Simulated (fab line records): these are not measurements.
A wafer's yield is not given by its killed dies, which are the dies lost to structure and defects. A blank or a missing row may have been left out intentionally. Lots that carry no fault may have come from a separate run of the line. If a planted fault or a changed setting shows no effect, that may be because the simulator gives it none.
Chamber matching / flow sfq line / cmp-01 running SFQ_TRILAYER_I6_CMP_CMP_166: 4 sister chambers
The step polishes SiO2. 4 wafers are shown with their chamber, then 7 later ones without.

== WAFERS, EACH WITH ITS CHAMBER ==
wafer=L904.1; chamber=2; motor current A (A)=11.6
wafer=L905.5; chamber=1; motor current A (A)=9.3
wafer=L913.3; chamber=0; motor current A (A)=11.3
wafer=L913.5; chamber=3; motor current A (A)=11.7

== WAFERS WHOSE CHAMBER IS MISSING ==
wafer=L913.6; motor current A (A)=11.7
wafer=L915.1; motor current A (A)=9.7
wafer=L915.2; motor current A (A)=11.4
wafer=L915.5; motor current A (A)=11.8
wafer=L916.2; motor current A (A)=9.4
wafer=L916.3; motor current A (A)=11.4
wafer=L916.5; motor current A (A)=9.5

== EACH ONE'S CHAMBER ==
wafer=L913.6; from the rows above=can't be placed: 3 or 2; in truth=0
wafer=L915.1; from the rows above=1; in truth=1
wafer=L915.2; from the rows above=can't be placed: 0 or 2 or 3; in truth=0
wafer=L915.5; from the rows above=can't be placed: 3 or 2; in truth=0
wafer=L916.2; from the rows above=1; in truth=1
wafer=L916.3; from the rows above=can't be placed: 0 or 2 or 3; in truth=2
wafer=L916.5; from the rows above=1; in truth=1
3 of 7 placed correctly. Not placeable from these rows: 4 (in 2, the candidates include the true chamber). 0 placed wrongly.
How it was worked out, from the rows above alone: a wafer's distance from a chamber is the root of the sum, over the readings, of the square of ((its reading less the chamber's mean) divided by the reading's scatter). If the next closest chamber is less than 2 further off than the closest, the wafer can't be placed; otherwise it belongs to the closest. A chamber's mean is the mean of its shown wafers. The scatter: with one shown wafer a chamber, the root of the mean of the squares of how far each hidden wafer lies from its nearest shown one.
